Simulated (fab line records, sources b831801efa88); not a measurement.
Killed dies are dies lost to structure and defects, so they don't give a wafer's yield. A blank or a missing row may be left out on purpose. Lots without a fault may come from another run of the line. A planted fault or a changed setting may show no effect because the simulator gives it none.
Which tool did it? | flow sky130 | 13 lots, 39 wafers sampled, at 5 steps of a route of 708

WHAT THE GAUGES READ, wafer by wafer
SKY_METAL1_RS_MEAS_05: measures by four-point-probe.
lot  | measured     | on            | METAL1_ALCU_RS (ohm/sq)
L752 | day 32 08:47 | film_metro-01 | 0.1284 0.1282 0.1284
L754 | day 32 17:34 | film_metro-04 | 0.1272 0.1299 0.1287
L755 | day 33 08:11 | film_metro-01 | 0.1280 0.1281 0.1290
L756 | day 33 10:58 | film_metro-02 | 0.1285 0.1255 0.1274
L757 | day 33 18:30 | film_metro-04 | 0.1276 0.1271 0.1272
L759 | day 34 15:14 | film_metro-02 | 0.1257 0.1274 0.1252
L760 | day 34 19:38 | film_metro-02 | 0.1244 0.1264 0.1281
L762 | day 35 14:50 | film_metro-04 | 0.1280 0.1285 0.1278
L765 | day 37 22:38 | film_metro-04 | 0.4646 0.4389 0.4353 0.4642 0.4401 0.4342
L766 | day 38 00:26 | film_metro-02 | 0.1262 0.1255 0.1271
L768 | day 38 02:00 | film_metro-04 | 0.4761 0.4545 0.4426 0.4770 0.4550 0.4435
L769 | day 38 04:31 | film_metro-02 | 0.1272 0.1278 0.1248
L772 | day 38 08:46 | film_metro-01 | 0.4644 0.4200 0.4520 0.4652 0.4207 0.4515

SKY_VIA1_BOW_MEAS_03.
lot  | measured     | on            | VIA1_BOW (um)
L752 | day 33 12:46 | film_metro-01 | 86 71 87
L754 | day 33 22:01 | film_metro-01 | 87 87 87
L755 | day 34 11:38 | film_metro-01 | 91 84 79
L756 | day 34 14:51 | film_metro-01 | 80 71 69
L757 | day 34 22:27 | film_metro-01 | 75 77 67
L759 | day 35 19:33 | film_metro-01 | 76 86 75
L760 | day 36 00:10 | film_metro-01 | 89 87 85
L762 | day 36 19:08 | film_metro-03 | 74 71 84
L766 | day 39 03:07 | film_metro-01 | 82 79 74
L769 | day 39 06:13 | film_metro-04 | 80 87 86

WHICH TOOL RAN EACH LOT (tool, then ch and the chambers of the sampled wafers, then the start)
lot  | SKY_LI_CONTACT_SPUTTER_20    | SKY_METAL1_SPUTTER_02        | SKY_VIA1_CMP_02
L752 | pvd_sputter-01, day 29 22:14 | pvd_sputter-04, day 32 08:42 | cmp-02 ch 0,2,3, day 33 12:28
L754 | pvd_sputter-02, day 30 07:16 | pvd_sputter-03, day 32 17:26 | cmp-02 ch 0,3, day 33 21:40
L755 | pvd_sputter-01, day 30 22:41 | pvd_sputter-03, day 33 08:05 | cmp-01 ch 0,2,3, day 34 11:19
L756 | pvd_sputter-01, day 31 00:56 | pvd_sputter-04, day 33 10:50 | cmp-02 ch 0,1,2, day 34 14:37
L757 | pvd_sputter-04, day 31 08:25 | pvd_sputter-04, day 33 18:23 | cmp-01 ch 0,1, day 34 22:08
L759 | pvd_sputter-02, day 32 05:53 | pvd_sputter-03, day 34 15:05 | cmp-02 ch 0,1,2, day 35 19:20
L760 | pvd_sputter-04, day 32 11:16 | pvd_sputter-01, day 34 19:30 | cmp-02 ch 1,2,3, day 35 23:55
L762 | pvd_sputter-04, day 33 05:28 | pvd_sputter-04, day 35 14:44 | cmp-02 ch 0,1,2, day 36 18:52
L765 | pvd_sputter-01, day 35 17:52 | pvd_sputter-04, day 37 22:31 | -
L766 | pvd_sputter-02, day 35 18:13 | pvd_sputter-03, day 38 00:18 | cmp-01 ch 0,1,3, day 39 02:50
L768 | pvd_sputter-01, day 35 20:22 | pvd_sputter-04, day 38 01:53 | -
L769 | pvd_sputter-01, day 35 22:37 | pvd_sputter-01, day 38 04:26 | cmp-02 ch 1,2,3, day 39 05:55
L772 | pvd_sputter-04, day 36 04:34 | pvd_sputter-04, day 38 08:40 | -
- SKY_LI_CONTACT_SPUTTER_20: material TiN, target thk 20 nm, time 80 s.
- SKY_METAL1_SPUTTER_02: material AlCu, target thk 250 nm, time 13.3 s.
- SKY_VIA1_CMP_02: polishes SiO2.

WHAT THE TOOLS THEMSELVES READ (means of the sampled wafers that have a number; where no wafer has one, the mark that the record gives instead)
SKY_LI_CONTACT_SPUTTER_20.
lot  | tool           | chamber_pressure_pa (Pa) | throttle_valve_pct (%)
L752 | pvd_sputter-01 | 5.003                    | 30.7
L754 | pvd_sputter-02 | 4.991                    | 30.0
L755 | pvd_sputter-01 | 5.008                    | 32.1
L756 | pvd_sputter-01 | 4.982                    | 29.7
L757 | pvd_sputter-04 | 4.991                    | 29.3
L759 | pvd_sputter-02 | 4.997                    | 29.8
L760 | pvd_sputter-04 | 5.003                    | 29.4
L762 | pvd_sputter-04 | 4.998                    | 29.4
L765 | pvd_sputter-01 | 5.002                    | 31.5
L766 | pvd_sputter-02 | 4.994                    | 29.9
L768 | pvd_sputter-01 | 5.000                    | 29.7
L769 | pvd_sputter-01 | 4.993                    | 30.5
L772 | pvd_sputter-04 | 4.997                    | 29.3

SKY_METAL1_SPUTTER_02.
lot  | tool           | chamber_pressure_pa (Pa) | throttle_valve_pct (%)
L752 | pvd_sputter-04 | 0.4002                   | 29.5
L754 | pvd_sputter-03 | 0.4009                   | 31.2
L755 | pvd_sputter-03 | 0.4012                   | 30.3
L756 | pvd_sputter-04 | 0.3992                   | 30.1
L757 | pvd_sputter-04 | 0.4008                   | 30.1
L759 | pvd_sputter-03 | 0.4002                   | 29.1
L760 | pvd_sputter-01 | 0.3997                   | 30.4
L762 | pvd_sputter-04 | 0.4004                   | 30.2
L765 | pvd_sputter-04 | 0.4002                   | 29.3
L766 | pvd_sputter-03 | 0.3997                   | 29.8
L768 | pvd_sputter-04 | 0.4002                   | 30.2
L769 | pvd_sputter-01 | 0.4003                   | 29.2
L772 | pvd_sputter-04 | 0.3995                   | 30.0

SKY_VIA1_CMP_02.
lot  | tool   | motor_current_A (A)
L752 | cmp-02 | 12.2
L754 | cmp-02 | 12.8
L755 | cmp-01 | 11.4
L756 | cmp-02 | 12.1
L757 | cmp-01 | 11.1
L759 | cmp-02 | 12.3
L760 | cmp-02 | 12.4
L762 | cmp-02 | 11.9
L766 | cmp-01 | 11.3
L769 | cmp-02 | 12.6

THE ANSWER, worked out from the rows above alone
Rule: what is usual is taken from the lots themselves. Put in order of their means at a reading, lots are off if they are a third of the lots or fewer, leave a main group of 4 or more, and stand apart from it by a gap of 3 or more times the standard deviation of the main group's means; of several such gaps the widest counts. A main group whose means are all the same, to the digits that the tables above print for the reading, isn't used. A lot without any number at a reading at which 4 lots or more have one is off too. The other lots that the step has rows for count as sound. The gauges are gone through in route order, then the tools' own readings, and for those a lot's mean is taken as printed above. The first step at which some lot is off is used, and at that step the reading that is off furthest; a lot without a number counts as furthest.
Off: L765, L768, L772, at SKY_METAL1_RS_MEAS_05 (METAL1_ALCU_RS). The main group: mean 0.1273 ohm/sq, standard deviation 0.00093.
A tool fits if, at a process step before that reading, it ran every lot that is off, and no sound lot after the first of them. The gauges at SKY_METAL1_RS_MEAS_05 are tried like those tools. One fits: pvd_sputter-04 at SKY_METAL1_SPUTTER_02. Its last sound lot is L762 (day 35 14:44), its first lot that is off L765 (day 37 22:31): a fault that began between those two fits.

WHAT THE SIMULATOR HAD PUT IN
Process parameter drift: pvd_sputter-04, from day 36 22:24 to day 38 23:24, at SKY_METAL1_SPUTTER_02. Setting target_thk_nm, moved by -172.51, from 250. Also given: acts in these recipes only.
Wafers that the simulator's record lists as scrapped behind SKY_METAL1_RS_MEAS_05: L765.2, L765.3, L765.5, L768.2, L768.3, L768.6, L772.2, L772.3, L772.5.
Lots struck among those shown: L765, L768, L772. The rule above found the same.
